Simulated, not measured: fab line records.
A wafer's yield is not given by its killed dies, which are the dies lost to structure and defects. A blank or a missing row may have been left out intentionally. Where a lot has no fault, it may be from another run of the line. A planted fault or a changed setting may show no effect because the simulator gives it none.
One fault through the eyes of 2 desks + flow gf180mcu + what lay behind the numbers comes last; until then each desk has only its own

METROLOGY DESK
What the gauges read, lot by lot, whatever tool the lot ran on: means of the sampled wafers that have a number. Marked OUT: a lot whose mean sits more than 4 standard deviations from the usual mean, which makes it out of limits; the brackets give that distance.
Columns: A = CONTACT_W_THK at GF_CONTACT_THK_MEAS_26, usual 298 nm; B = V2_CVD_00_THK at GF_V2_THK_MEAS_01, usual 598 nm; C = V2_OVL at GF_V2_OVL_MEAS_15, usual -2 nm
| lot  | first seen here | A   | B             | C  |
|------|-----------------|-----|---------------|----|
| L532 | day 16 14:18    | 298 | 594           | -9 |
| L533 | day 17 00:35    | 301 | 593           | -5 |
| L534 | day 17 05:29    | 300 | 600           | 0  |
| L536 | day 18 03:41    | 300 | 590           | 1  |
| L539 | day 19 03:10    | 297 | 593           | 4  |
| L540 | day 19 14:43    | 305 | 600           | -4 |
| L541 | day 19 23:25    | 304 | 611           | 0  |
| L542 | day 20 13:49    | 305 | 593           | 1  |
| L543 | day 20 15:53    | 292 | 591           | -3 |
| L545 | day 21 16:20    | 298 | 721 (+18) OUT | -4 |
| L546 | day 21 17:06    | 293 | 598           | -1 |
| L548 | day 22 10:11    | 299 | 719 (+17) OUT | -3 |
| L554 | day 24 07:10    | 288 | 595           | 0  |
This desk finds L545, L548 out of limits, with the earliest case on L545 at day 24 17:07 (V2_CVD_00_THK at GF_V2_THK_MEAS_01). L532, L533, L534, L536, L539, L540, L541, L542, L543, L546, L554 stayed within limits.

DESK OF THE TOOL OWNER: hdpcvd-01
The tool's own readings at GF_V2_CVD_00 (deposits SiO2, target thk 600 nm, time 100 s): means of the sampled wafers that have a number, for each lot that ran on this tool. Marked OUT: a lot whose mean sits more than 4 standard deviations from the usual mean, which makes it out of limits; the brackets give that distance.
Columns: A = sih4FlowSccm at GF_V2_CVD_00, usual 60.01 sccm
| lot  | first seen here | A               |
|------|-----------------|-----------------|
| L532 | day 19 18:14    | 59.96           |
| L533 | day 20 03:04    | 60.14           |
| L536 | day 21 09:26    | 60.01           |
| L539 | day 22 08:58    | 59.90           |
| L540 | day 22 19:26    | 59.98           |
| L542 | day 23 16:38    | 59.96           |
| L543 | day 23 18:32    | 59.92           |
| L545 | day 24 17:02    | 71.78 (+59) OUT |
| L548 | day 25 09:59    | 72.06 (+60) OUT |
This desk's finding: out of limits on L545, L548; first on L545, day 24 17:02 (sih4FlowSccm at GF_V2_CVD_00). L532, L533, L536, L539, L540, L542, L543 stayed within limits.

PUT TOGETHER
An alarm could have come from the tool owner's desk at day 24 17:02, on L545, L548.
The metrology desk could have raised an alarm at day 24 17:07, on L545, L548.
GF_V2_CVD_00 was run on hdpcvd-01 by each of the lots named.

WHAT THE SIMULATOR HAD PUT IN
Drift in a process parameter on hdpcvd-01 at GF_V2_CVD_00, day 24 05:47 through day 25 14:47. From 60, the setting sih4FlowSccm moved by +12. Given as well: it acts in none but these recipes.
Lots struck among those shown: L545, L548.
Time in hours from fault onset to the first out-of-limits reading at each desk: tool owner's desk 11, metrology desk 11.
